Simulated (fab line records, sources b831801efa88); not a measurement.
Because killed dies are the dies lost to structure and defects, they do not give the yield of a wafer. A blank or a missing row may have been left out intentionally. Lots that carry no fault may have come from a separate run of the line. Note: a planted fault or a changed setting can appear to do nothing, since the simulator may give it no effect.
fab line records	flow sky130
[record] lots = 7	wafers = 21	lastDay = 52
route steps=708 shown VIA3@586 METAL4@598 PAD_OPEN@708
lots untouched by any fault: they come from a run of this same line in which no faults occurred
startH: hours from the record's opening day to when the first of the lot's shown wafers began	waitH: how many hours have passed since the lot's step before this one	" identical to the entry in the row above	L1.1+2: a single row standing in for several wafers	- no value, or no start given	* or withheld: withheld	< > ~ a bound
route shown NAME@n: names a module that has steps shown in the file, with the first one's number in the route	usual: mean/standard deviation taken from wafers without a fault	same: alike in all rows	chamber/n: place in a boat	sites: each site's reading	_std_site: how widely they spread, as a standard deviation	_edge_site: mean of outer sites minus mean of inner sites	radiusMm: for every site, how far away it sits from the centre of the wafer	mask NAME#n: copy n	behind: the tool/chamber that last shaped the wafer	hold: why the lot went on hold/how many hours it stayed there/how the hold came to an end	device: which transistor (n, p or np) failed to switch	end of line: tests of these same wafers at the route's end	a step without rows: its recipe alone	killed: dies that structure and defects cost at the first sort, which is not the same as the wafer's yield	map: the dies of a wafer, with x for killed, . for not killed, _ for no die there
set.NAME: the setting that was run; set.NAME@STEP: the one run at that earlier step	model.NAME: the simulator's own value behind a step, which no gauge read
a table for each step, a row for each wafer; lots at some steps of the route
services: the hour from which a tool's chamber was out of use, counted from the record's first day as startH (under 0 if before that day), plus the number of hours and why
[[steps]]
[step SKY_VIA3_OVL_MEAS_13]
[usual] VIA3_OVL = -2/5.9
lot.wafer	tool	chamber	startH	waitH	VIA3_OVL[nm]
L397.4	overlay-02	-	882.35	0.1	-1
L397.5	"	-	"	"	3
L397.6	"	-	"	"	11
L407.2	overlay-02	-	931.43	0.1	-4
L407.4	"	-	"	"	-3
L407.5	"	-	"	"	6
L417.1	overlay-01	-	1130.93	0.1	4
L417.5	"	-	"	"	1
L417.6	"	-	"	"	-5
L415.1	overlay-01	-	1133.63	0.1	-6
L415.3	"	-	"	"	-13
L415.5	"	-	"	"	-11
L416.1	overlay-01	-	1133.98	0.1	-8
L416.3	"	-	"	"	-5
L416.5	"	-	"	"	-7
L419.1	overlay-01	-	1136.16	0.1	7
L419.3	"	-	"	"	4
L419.5	"	-	"	"	-1
L420.1	overlay-01	-	1137.08	0.1	4
L420.4	"	-	"	"	-6
L420.6	"	-	"	"	-8
[step SKY_VIA3_ETCH_14]
[recipe] chemistry = N2/H2	target = BARC	ionEnergyEv = 200	sourceW = 500	biasW = 100	pressureMtorr = 30	n2FlowSccm = 100	h2FlowSccm = 200	stopOn = SiO2	timeS = 45.9	targetDepthA = 600
[usual] drypumpMotorCurrentA = 5.8/0.77	oesProductAu = 0.855/0.005	throttleValvePct = 13.224/0.0084
lot.wafer	tool	chamber	startH	waitH	drypumpMotorCurrentA	oesProductAu	rfHoursCounterH	throttleValvePct
L397.4	rieDiel-03	0	882.39	0.0	4.8	0.855	-	13.214
L397.5	"	1	"	"	5.5	0.845	-	13.214
L397.6	"	2	"	"	4.8	0.855	-	13.231
L407.2	rieDiel-01	0	931.46	0.0	5.3	0.850	1	13.221
L407.4	"	1	"	"	6.1	0.848	20	13.214
L407.5	"	3	"	"	4.6	0.852	-	13.227
L417.1	rieDiel-02	1	1130.96	0.0	5.2	0.847	17	13.220
L417.5	"	3	"	"	6.7	0.853	-	13.217
L417.6	"	2	"	"	6.5	0.854	-	13.218
L415.1	rieDiel-02	1	1133.67	0.0	5.2	0.857	17	13.218
L415.3	"	3	"	"	6.8	0.853	20	13.234
L415.5	"	1	"	"	5.2	0.852	-	13.232
L416.1	rieDiel-01	3	1134.02	0.0	4.7	0.846	25	13.240
L416.3	"	0	"	"	5.3	0.856	8	13.230
L416.5	"	1	"	"	6.1	0.855	-	13.219
L419.1	rieDiel-01	2	1136.19	0.0	6.5	0.854	12	13.231
L419.3	"	3	"	"	4.6	0.852	25	13.231
L419.5	"	1	"	"	6.2	0.847	-	13.215
L420.1	rieDiel-02	2	1137.11	0.0	6.5	0.844	23	13.236
L420.4	"	3	"	"	6.8	0.857	20	13.226
L420.6	"	0	"	"	6.7	0.847	-	13.220
[step SKY_VIA3_ETCH_15]
[recipe] target = SiO2	chemistry = C4F8/O2/Ar	targetDepthNm = 507	stopOn = TiN	maskMaterial = KrF-thick	sourceW = 1500	biasW = 1200	pressureMtorr = 40	c4f8FlowSccm = withheld	O2_flow_sccm = 6	Ar_flow_sccm = 300	timeS = 78
[step SKY_VIA3_STRIP_16]
[recipe] chemistry = O2/N2	powerW = 1400	pressureMtorr = 1500	platenTempC = withheld	o2FlowSccm = 3000	n2FlowSccm = 300	overashFraction = 0.5
[usual] drypumpMotorCurrentA = 5.8/0.34	oesProductAu = 0.402/0.0044	stripTimeToEndpointS = 4.147/0.029
lot.wafer	tool	chamber	startH	waitH	drypumpMotorCurrentA	oesProductAu	rfHoursCounterH	stripTimeToEndpointS
L397.4	plasmaAsher-01	1	882.50	0.0	6.1	0.404	-	4.210
L397.5	"	1	"	"	6.1	0.400	-	4.183
L397.6	"	0	"	"	5.2	0.406	-	4.167
L407.2	plasmaAsher-01	0	931.56	0.0	5.2	0.405	75	4.173
L407.4	"	1	"	"	6.1	0.405	-	4.128
L407.5	"	1	"	"	6.0	0.409	-	4.103
L417.1	plasmaAsher-02	1	1131.07	0.0	6.0	0.406	70	4.118
L417.5	"	0	"	"	6.0	0.403	-	4.147
L417.6	"	1	"	"	6.0	0.401	-	4.126
L415.1	plasmaAsher-04	1	1133.77	0.0	5.9	0.405	40	4.155
L415.3	"	1	"	"	5.8	0.404	-	4.164
L415.5	"	0	"	"	5.6	0.404	-	4.179
L416.1	plasmaAsher-01	0	1134.12	0.0	5.2	0.392	93	4.161
L416.3	"	1	"	"	6.0	0.398	-	4.186
L416.5	"	0	"	"	5.2	0.402	-	4.128
L419.1	plasmaAsher-01	1	1136.30	0.0	6.1	0.401	93	4.127
L419.3	"	1	"	"	6.0	0.400	-	4.153
L419.5	"	1	"	"	6.0	0.400	-	4.149
L420.1	plasmaAsher-02	0	1137.22	0.0	6.0	0.393	71	4.144
L420.4	"	0	"	"	6.0	0.415	-	4.155
L420.6	"	0	"	"	6.0	0.406	-	4.143
[step SKY_VIA3_STRIP_17]
[recipe] chemistry = postEtchResidueRemover	timeS = 1200	tempC = 72.5
[step SKY_VIA3_CLEAN_18]
[recipe] chemistry = IPA	timeS = 180	tempC = 25
[step SKY_VIA3_CLEAN_19]
[recipe] chemistry = O3/DIW	dry = n2Spin
[step SKY_VIA3_SPUTTER_20]
[recipe] material = TiN	targetThkNm = 20	chamberPressurePa = 5	powerW = 4000	timeS = 80
[usual] cathodeDcPowerW = 4000.1/0.73	chamberPressurePa = 5.001/0.0097	throttleValvePct = 29.2/0.94
lot.wafer	tool	chamber	startH	waitH	cathodeDcPowerW	chamberPressurePa	throttleValvePct
L397.4	pvdSputter-03	-	883.06	0.0	4001.2	5.018	28.5
L397.5	"	-	"	"	4000.7	4.992	28.9
L397.6	"	-	"	"	3999.4	4.987	29.1
L407.2	pvdSputter-04	-	932.20	0.0	4000.2	5.011	28.3
L407.4	"	-	"	"	4000.5	5.002	29.0
L407.5	"	-	"	"	3999.1	5.002	28.4
L417.1	pvdSputter-03	-	1131.69	0.0	4000.3	4.995	28.8
L417.5	"	-	"	"	4000.5	5.008	29.1
L417.6	"	-	"	"	3999.2	4.994	28.8
L415.1	pvdSputter-04	-	1134.36	0.0	4000.5	4.998	28.9
L415.3	"	-	"	"	4000.6	5.004	27.6
L415.5	"	-	"	"	3999.5	4.989	32.1
L416.1	pvdSputter-03	-	1134.80	0.0	4000.4	5.006	29.4
L416.3	"	-	"	"	4000.7	5.007	28.8
L416.5	"	-	"	"	3999.5	5.000	28.4
L419.1	pvdSputter-03	-	1136.92	0.0	4000.1	5.000	30.0
L419.3	"	-	"	"	3999.8	4.994	29.4
L419.5	"	-	"	"	3999.9	4.995	30.0
L420.1	pvdSputter-03	-	1137.85	0.0	3998.4	4.991	28.7
L420.4	"	-	"	"	3999.4	4.996	28.3
L420.6	"	-	"	"	4000.0	4.996	30.0
[step SKY_VIA3_CVD_21]
[recipe] material = W	targetThkNm = 390	timeS = 117.31	tempC = 400	pressureTorr = 40
[step SKY_VIA3_RS_MEAS_22]
[recipe] thkMeasGauge = four-point-probe	reads = W_of_VIA3_CVD_21+TiN_of_VIA3_SPUTTER_20
[usual] VIA3_W_RS = 0.295/0.0042
lot.wafer	tool	chamber	startH	waitH	VIA3_W_RS[ohm/sq]
L397.4	filmMetro-01	-	883.31	0.1	0.299
L397.5	"	-	"	"	0.301
L397.6	"	-	"	"	0.288
L407.2	filmMetro-02	-	932.40	0.1	0.299
L407.4	"	-	"	"	0.302
L407.5	"	-	"	"	0.298
L417.1	filmMetro-01	-	1131.88	0.1	0.296
L417.5	"	-	"	"	0.298
L417.6	"	-	"	"	0.295
L415.1	filmMetro-01	-	1134.55	0.1	0.292
L415.3	"	-	"	"	0.287
L415.5	"	-	"	"	0.293
L416.1	filmMetro-01	-	1134.98	0.1	0.291
L416.3	"	-	"	"	0.290
L416.5	"	-	"	"	0.293
L419.1	filmMetro-04	-	1137.11	0.1	0.292
L419.3	"	-	"	"	0.292
L419.5	"	-	"	"	0.285
L420.1	filmMetro-02	-	1138.03	0.1	0.296
L420.4	"	-	"	"	0.295
L420.6	"	-	"	"	0.301
[step SKY_VIA3_THK_MEAS_23]
[recipe] thkMeasGauge = xrf	reads = W_of_VIA3_CVD_21
[usual] VIA3_W_THK = 378/6
lot.wafer	tool	chamber	startH	waitH	VIA3_W_THK[nm]
L397.4	filmMetro-01	-	883.40	0.1	371
L397.5	"	-	"	"	370
L397.6	"	-	"	"	386
L407.2	filmMetro-02	-	932.51	0.1	372
L407.4	"	-	"	"	368
L407.5	"	-	"	"	372
L417.1	filmMetro-01	-	1132.00	0.1	382
L417.5	"	-	"	"	377
L417.6	"	-	"	"	383
L415.1	filmMetro-01	-	1134.67	0.1	386
L415.3	"	-	"	"	395
L415.5	"	-	"	"	384
L416.1	filmMetro-01	-	1135.10	0.1	386
L416.3	"	-	"	"	388
L416.5	"	-	"	"	385
L419.1	filmMetro-04	-	1137.23	0.1	378
L419.3	"	-	"	"	377
L419.5	"	-	"	"	385
L420.1	filmMetro-02	-	1138.15	0.1	378
L420.4	"	-	"	"	380
L420.6	"	-	"	"	372
[step SKY_VIA3_CMP_24]
[recipe] stopOn = SiO2	tOverpolishS = 20	downForcePsi = 3.5	platenRpm = 60	targetThkNm = 0	padVelocityMS = 0.94248
[usual] headPressurePsi = 3.500/0.0074	motorCurrentA = 10.7/0.92	overpolishRunS = 20.000/0.0095	retainingRingPressureFrac = 1.000/0.0048	timeToEndpointS = 92/3.7
lot.wafer	tool	chamber	startH	waitH	headPressurePsi	motorCurrentA	overpolishRunS	retainingRingPressureFrac	timeToEndpointS
L397.4	cmp-01	2	883.43	0.0	3.502	10.0	20.002	1.006	91
L397.6	"	2	"	"	3.503	9.5	19.995	1.004	93
L397.5	"	3	"	"	3.510	10.6	19.980	0.990	84
L407.4	cmp-01	0	932.61	0.1	3.502	10.0	19.991	1.000	94
L407.2	"	1	"	"	3.492	11.4	19.992	1.002	91
L407.5	"	3	"	"	3.504	11.0	19.996	1.001	89
L417.1	cmp-02	2	1132.21	0.2	3.500	12.1	19.976	1.001	88
L417.5	"	3	"	"	3.519	10.8	20.001	0.994	91
L417.6	"	0	"	"	3.487	12.0	19.995	0.998	91
L415.3	cmp-02	1	1135.09	0.4	3.513	9.3	19.997	1.003	96
L415.1	"	2	"	"	3.506	12.6	20.004	1.000	91
L415.5	"	0	"	"	3.498	11.3	20.017	1.002	89
L416.3	cmp-02	1	1135.69	0.6	3.495	9.6	20.004	0.991	97
L416.1	"	2	"	"	3.494	12.2	19.994	1.008	92
L416.5	"	1	"	"	3.500	10.1	19.976	0.999	99
L419.3	cmp-02	2	1137.29	0.0	3.506	12.4	20.006	1.003	90
L419.1	"	3	"	"	3.521	10.5	20.010	1.002	90
L419.5	"	3	"	"	3.508	10.9	19.983	1.003	93
L420.1	cmp-02	0	1138.26	0.1	3.498	10.9	19.999	0.996	91
L420.4	"	1	"	"	3.493	9.5	20.005	1.003	98
L420.6	"	3	"	"	3.489	11.3	19.994	0.997	92
[step SKY_METAL4_SPUTTER_00]
[recipe] material = Ti	targetThkNm = 15	powerW = 3000	timeS = 10	chamberPressurePa = 0.4
[usual] cathodeDcPowerW = 3000.0/0.56	chamberPressurePa = 0.4001/0.00067	throttleValvePct = 29.7/1
lot.wafer	tool	chamber	startH	waitH	cathodeDcPowerW	chamberPressurePa	throttleValvePct
L397.4	pvdSputter-01	-	883.73	0.2	2999.5	0.3989	29.0
L397.5	"	-	"	"	2999.1	0.4008	31.0
L397.6	"	-	"	"	2999.2	0.4013	28.2
L407.2	pvdSputter-01	-	932.86	0.1	3000.6	0.3998	30.7
L407.4	"	-	"	"	3001.1	0.4001	28.5
L407.5	"	-	"	"	3000.8	0.4004	31.5
L417.1	pvdSputter-03	-	1132.36	0.1	-	-	-
L417.5	"	-	"	"	-	-	-
L417.6	"	-	"	"	-	-	-
L415.1	pvdSputter-01	-	1135.34	0.1	-	-	-
L415.3	"	-	"	"	-	-	-
L415.5	"	-	"	"	-	-	-
L416.1	pvdSputter-01	-	1135.94	0.1	-	-	-
L416.3	"	-	"	"	-	-	-
L416.5	"	-	"	"	-	-	-
L419.1	pvdSputter-01	-	1137.59	0.2	2999.4	0.4003	29.2
L419.3	"	-	"	"	3000.6	0.3996	28.5
L419.5	"	-	"	"	3000.1	0.3996	31.5
L420.1	pvdSputter-01	-	1138.51	0.2	3000.0	0.4005	28.2
L420.4	"	-	"	"	2998.9	0.3999	29.4
L420.6	"	-	"	"	3000.0	0.3998	28.1
[step SKY_METAL4_SPUTTER_01]
[recipe] material = TiN	targetThkNm = 20	powerW = 6500	timeS = 16.7	chamberPressurePa = 0.4
[usual] cathodeDcPowerW = 6500.2/1.1	chamberPressurePa = 0.4000/0.00079	throttleValvePct = 29.7/1
lot.wafer	tool	chamber	startH	waitH	cathodeDcPowerW	chamberPressurePa	throttleValvePct
L397.4	pvdSputter-01	-	883.75	0.0	6500.4	0.4003	29.2
L397.5	"	-	"	"	6500.0	0.3988	30.7
L397.6	"	-	"	"	6500.5	0.3996	28.0
L407.2	pvdSputter-01	-	932.88	0.0	6502.0	0.4003	30.7
L407.4	"	-	"	"	6498.9	0.3998	28.0
L407.5	"	-	"	"	6500.5	0.4016	31.4
L417.1	pvdSputter-03	-	1132.38	0.0	6501.0	0.3992	28.6
L417.5	"	-	"	"	6498.7	0.4013	28.5
L417.6	"	-	"	"	6499.0	0.3999	30.2
L415.1	pvdSputter-01	-	1135.36	0.0	6500.1	0.4002	29.2
L415.3	"	-	"	"	6497.9	0.4012	28.3
L415.5	"	-	"	"	6501.1	0.4004	29.3
L416.1	pvdSputter-01	-	1135.96	0.0	6501.4	0.4002	30.7
L416.3	"	-	"	"	6499.0	0.4005	31.4
L416.5	"	-	"	"	6500.7	0.4001	29.1
L419.1	pvdSputter-01	-	1137.61	0.0	6499.2	0.4003	29.1
L419.3	"	-	"	"	6502.0	0.4007	28.4
L419.5	"	-	"	"	6501.0	0.4013	31.4
L420.1	pvdSputter-01	-	1138.55	0.0	6498.4	0.4000	28.2
L420.4	"	-	"	"	6502.2	0.4007	28.9
L420.6	"	-	"	"	6502.1	0.3996	28.1
[step SKY_PAD_OPEN_PROBE_99]
[usual] defectLimitedYield = 82.5/1.9	killed_at_M0_to_M3 = 43/7	killed_at_M4_up = 2.7/1.6	killedAtContacts = 24/5.3	killedAtFrontEnd = 16/4.6	killedAtOther = 0.3/0.53	killedDies = 86/9.3	killedOnRim = 17/4	killedOpen = 47/6.9	killedShort = 38/6.1	sort_bin_3_pad_short = 0.9/0.4	sort_bin_5_function = 10.3/1.4	sort_bin_6_memory = 6.3/1.1	sortNPass = 406/9.3	sortYieldPct = 82.5/1.9
[same] grossDies = 492	killedAtBackSide = 0	sort_bin_4_leakage[%] = 0	sort_bin_8_speed[%] = 0
lot.wafer	tool	chamber	startH	waitH	defectLimitedYield[%]	killed_at_M0_to_M3	killed_at_M4_up	killedAtContacts	killedAtFrontEnd	killedAtOther	killedDies	killedOnRim	killedOpen	killedShort	sort_bin_3_pad_short[%]	sort_bin_5_function[%]	sort_bin_6_memory[%]	sortNPass	sortYieldPct[%]	model.etest.via3Chain.rcOhm
L397.4	prober-02	-	1041.27	0.2	82.7	41	0	30	14	0	85	14	50	35	1.0	12.0	4.3	407	82.7	10.18
L397.5	prober-02	-	1041.32	0.2	79.7	52	1	24	22	1	100	20	50	50	1.0	11.6	7.7	392	79.7	9.83
L397.6	prober-02	-	1041.37	0.2	82.3	42	3	23	18	1	87	20	49	38	0.8	10.0	6.9	405	82.3	10.13
L407.2	prober-02	-	1078.86	0.1	82.5	41	3	29	13	0	86	12	43	43	0.6	10.6	6.3	406	82.5	9.358
L407.4	prober-02	-	1078.96	0.2	83.3	48	3	19	11	1	82	17	44	38	0.4	10.0	6.3	410	83.3	10.3
L407.5	prober-02	-	1079.01	0.2	80.9	51	3	26	14	0	94	21	57	37	1.0	11.6	6.5	398	80.9	10.1
L417.1	prober-01	-	1239.01	0.1	81.3	48	5	21	17	1	92	19	50	40	1.0	11.8	5.9	400	81.3	10.49
L417.5	prober-01	-	1239.21	0.2	82.1	38	3	19	27	1	88	21	51	37	0.8	12.4	4.7	404	82.1	10.73
L417.6	prober-01	-	1239.26	0.2	82.7	54	0	15	15	1	85	19	46	37	0.4	10.8	6.1	407	82.7	10.09
L415.1	prober-02	-	1240.62	0.1	79.3	48	6	30	17	1	102	15	63	39	0.8	11.0	8.9	390	79.3	11.07
L415.3	prober-02	-	1240.72	0.2	83.7	42	4	15	19	0	80	17	46	34	0.4	9.8	6.1	412	83.7	11.1
L415.5	prober-02	-	1240.82	0.2	80.7	51	2	32	10	0	95	17	55	40	0.8	11.2	7.3	397	80.7	11.06
L416.1	prober-02	-	1241.26	0.1	82.9	37	0	21	25	1	84	11	48	35	1.4	10.2	5.5	408	82.9	10.89
L416.3	prober-02	-	1241.36	0.2	85.0	26	1	26	21	0	74	14	38	36	0.6	9.8	4.7	418	85.0	11.14
L416.5	prober-02	-	1241.46	0.2	82.5	46	7	20	12	1	86	13	48	38	0.8	10.6	6.1	406	82.5	11.96
L419.1	prober-02	-	1242.12	0.1	78.7	52	4	28	21	0	105	19	50	55	1.4	11.8	8.1	387	78.7	10.11
L419.3	prober-02	-	1242.22	0.2	83.7	36	4	25	15	0	80	19	43	35	1.0	9.3	5.9	412	83.7	9.915
L419.5	prober-02	-	1242.32	0.2	83.9	41	1	28	9	0	79	17	45	34	0.8	8.5	6.7	413	83.9	9.866
L420.1	prober-02	-	1243.06	0.4	79.3	54	2	27	18	1	102	18	43	59	1.6	12.0	7.1	390	79.3	10.05
L420.4	prober-02	-	1243.21	0.5	82.3	40	4	20	22	1	87	10	43	44	0.4	10.4	6.9	405	82.3	9.921
L420.6	prober-02	-	1243.31	0.6	81.5	47	2	21	20	1	91	14	55	36	0.8	12.4	5.3	401	81.5	10.51
// killed by level:class
L397.4 LI_CONTACT:geometricParticle:open=10 VIA2:geometricParticle:open=10 CONTACT:geometricParticle:open=8 CONTACT:geometricParticle:short=7 METAL1:geometricParticle:short=6 VIA1:geometricParticle:open=6 FIELD_ISO:geometricParticle:open=5 METAL3:geometricParticle:short=4
L397.5 VIA2:geometricParticle:open=12 FIELD_ISO:geometricParticle:short=8 VIA1:geometricParticle:open=8 LI_CONTACT:geometricParticle:open=7 VIA3:geometricParticle:open=6 LOCAL_INTERCONNECT:geometricParticle:short=6 METAL1:geometricParticle:short=6 CONTACT:geometricParticle:short=5
L397.6 LI_CONTACT:geometricParticle:open=10 VIA1:geometricParticle:open=8 POLY_GATE:geometricParticle:short=7 VIA2:geometricParticle:open=7 VIA3:geometricParticle:open=7 CONTACT:geometricParticle:open=6 VIA3:geometricParticle:short=6 METAL1:geometricParticle:short=4
L407.2 LI_CONTACT:geometricParticle:open=10 VIA1:geometricParticle:open=9 METAL2:geometricParticle:short=7 LI_CONTACT:geometricParticle:short=6 LOCAL_INTERCONNECT:geometricParticle:short=6 POLY_GATE:geometricParticle:short=5 CONTACT:geometricParticle:open=5 VIA3:geometricParticle:open=5
L407.4 METAL2:geometricParticle:short=9 VIA1:geometricParticle:open=9 VIA3:geometricParticle:open=9 LI_CONTACT:geometricParticle:open=6 VIA2:geometricParticle:open=6 CONTACT:geometricParticle:open=5 METAL1:geometricParticle:short=5 LI_CONTACT:geometricParticle:short=4
L407.5 VIA1:geometricParticle:open=12 LI_CONTACT:geometricParticle:open=10 VIA3:geometricParticle:open=9 VIA2:geometricParticle:open=8 CONTACT:geometricParticle:open=7 METAL2:geometricParticle:short=7 LI_CONTACT:geometricParticle:short=4 METAL1:geometricParticle:short=4
L417.1 VIA1:geometricParticle:open=11 VIA1:geometricParticle:short=9 FIELD_ISO:geometricParticle:open=8 LI_CONTACT:geometricParticle:open=8 VIA2:geometricParticle:open=8 METAL1:geometricParticle:short=5 CONTACT:geometricParticle:short=5 VIA3:geometricParticle:open=5
L417.5 VIA1:geometricParticle:open=11 CONTACT:geometricParticle:open=10 METAL1:geometricParticle:short=9 VIA2:geometricParticle:open=8 FIELD_ISO:geometricParticle:short=6 POLY_GATE:geometricParticle:open=6 FIELD_ISO:geometricParticle:open=5 POLY_GATE:geometricParticle:short=5
L417.6 VIA2:geometricParticle:open=10 VIA3:geometricParticle:open=10 METAL2:geometricParticle:short=8 CONTACT:geometricParticle:open=7 VIA2:geometricParticle:short=6 METAL1:geometricParticle:short=5 VIA1:geometricParticle:open=5 FIELD_ISO:geometricParticle:open=4
L415.1 VIA1:geometricParticle:open=12 LI_CONTACT:geometricParticle:open=11 CONTACT:geometricParticle:open=11 VIA2:geometricParticle:open=7 METAL1:geometricParticle:short=6 VIA1:geometricParticle:short=6 VIA3:geometricParticle:open=6 POLY_GATE:geometricParticle:open=5
L415.3 VIA1:geometricParticle:open=10 LI_CONTACT:geometricParticle:open=9 FIELD_ISO:geometricParticle:open=6 POLY_GATE:geometricParticle:short=6 VIA3:geometricParticle:open=6 METAL2:geometricParticle:short=5 METAL1:geometricParticle:short=5 VIA2:geometricParticle:open=4
L415.5 LI_CONTACT:geometricParticle:open=13 VIA1:geometricParticle:open=11 CONTACT:geometricParticle:open=9 METAL1:geometricParticle:short=8 LI_CONTACT:geometricParticle:short=6 METAL2:geometricParticle:short=6 VIA3:geometricParticle:open=5 FIELD_ISO:geometricParticle:open=4
L416.1 VIA1:geometricParticle:open=9 LI_CONTACT:geometricParticle:open=8 VIA3:geometricParticle:open=6 FIELD_ISO:geometricParticle:short=5 POLY_GATE:geometricParticle:short=5 POLY_GATE:geometricParticle:open=5 CONTACT:geometricParticle:short=5 METAL2:geometricParticle:short=5
L416.3 CONTACT:geometricParticle:open=9 POLY_GATE:geometricParticle:short=6 LI_CONTACT:geometricParticle:short=6 VIA1:geometricParticle:open=6 FIELD_ISO:geometricParticle:short=5 CONTACT:geometricParticle:short=5 VIA3:geometricParticle:open=5 FIELD_ISO:geometricParticle:open=4
L416.5 VIA3:geometricParticle:open=16 METAL1:geometricParticle:short=10 LI_CONTACT:geometricParticle:open=6 CONTACT:geometricParticle:open=6 VIA2:geometricParticle:open=5 POLY_GATE:geometricParticle:short=4 METAL4:geometricParticle:open=4 POLY_GATE:geometricParticle:open=3
L419.1 LI_CONTACT:geometricParticle:open=12 METAL1:geometricParticle:short=10 VIA3:geometricParticle:open=10 FIELD_ISO:geometricParticle:open=6 POLY_GATE:geometricParticle:short=6 POLY_GATE:geometricParticle:open=5 CONTACT:geometricParticle:open=5 METAL2:geometricParticle:short=5
L419.3 VIA1:geometricParticle:open=8 LI_CONTACT:geometricParticle:open=7 CONTACT:geometricParticle:open=6 LI_CONTACT:geometricParticle:short=5 VIA2:geometricParticle:short=5 VIA2:geometricParticle:open=5 FIELD_ISO:geometricParticle:open=4 LOCAL_INTERCONNECT:geometricParticle:short=4
L419.5 CONTACT:geometricParticle:open=10 VIA1:geometricParticle:open=8 METAL1:geometricParticle:short=7 VIA3:geometricParticle:open=7 LI_CONTACT:geometricParticle:open=5 LOCAL_INTERCONNECT:geometricParticle:short=5 LI_CONTACT:geometricParticle:short=4 VIA2:geometricParticle:open=4
L420.1 CONTACT:geometricParticle:open=15 VIA1:geometricParticle:open=12 METAL2:geometricParticle:short=10 FIELD_ISO:geometricParticle:short=7 VIA1:geometricParticle:short=6 LOCAL_INTERCONNECT:geometricParticle:short=5 VIA3:geometricParticle:short=5 METAL3:geometricParticle:short=5
L420.4 VIA1:geometricParticle:open=10 CONTACT:geometricParticle:open=9 FIELD_ISO:geometricParticle:short=6 VIA2:geometricParticle:open=6 POLY_GATE:geometricParticle:short=5 FIELD_ISO:geometricParticle:open=4 METAL2:geometricParticle:short=4 METAL4:geometricParticle:short=4
L420.6 CONTACT:geometricParticle:open=13 VIA1:geometricParticle:open=13 METAL2:geometricParticle:short=13 VIA2:geometricParticle:open=8 FIELD_ISO:geometricParticle:open=6 POLY_GATE:geometricParticle:short=5 VIA3:geometricParticle:open=4 LOCAL_INTERCONNECT:geometricParticle:short=3
[[services]]
tool	chamber	startH	hours	kind
plasmaAsher-01	-	870.36	0.9	repair
cmp-02	-	899.48	7.5	pm
cmp-01	-	912.12	4.0	pm
rieDiel-02	-	928.32	0.6	repair
rieDiel-01	-	949.29	1.0	repair
plasmaAsher-01	-	956.78	0.7	repair
pvdSputter-01	-	964.51	0.8	repair
pvdSputter-04	-	975.92	9.6	repair
rieDiel-02	1	985.74	22.1	repair
rieDiel-01	0	989.74	20.7	repair
rieDiel-01	-	989.89	1.6	repair
rieDiel-01	-	991.54	0.7	repair
rieDiel-01	2	995.97	1.2	repair
cmp-01	-	1008.04	0.6	repair
cmp-02	-	1009.75	2.4	repair
rieDiel-01	2	1010.36	4.6	repair
plasmaAsher-01	-	1021.54	10.0	pm
rieDiel-01	1	1036.40	5.5	repair
cmp-02	-	1061.16	0.2	repair
plasmaAsher-01	-	1065.54	1.4	repair
cmp-02	-	1084.11	4.0	pm
plasmaAsher-01	-	1096.35	14.6	pm
rieDiel-02	-	1123.49	2.8	repair
rieDiel-01	0	1125.41	3.9	repair
[[key]]
[firstSign] step = SKY_METAL4_SPUTTER_00	reading = toolRecord	direction = missing
effect none on later readings
[modelEffect] step = SKY_PAD_OPEN_PROBE_99	value = etest.via3Chain.rcOhm	without = 9.95	struck = 10.95
metAt SKY_METAL4_SPUTTER_00
struckWafers L415.1,L415.3,L415.5,L416.1,L416.3,L416.5,L417.1,L417.5,L417.6
onsetBetween 932.86 1132.36
[fault] kind = skippedStepWhole	tool = pvdSputter-01,pvdSputter-03	chamber = -	onsetH = 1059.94	steps = SKY_METAL4_SPUTTER_00	scope = struckLotsOnly
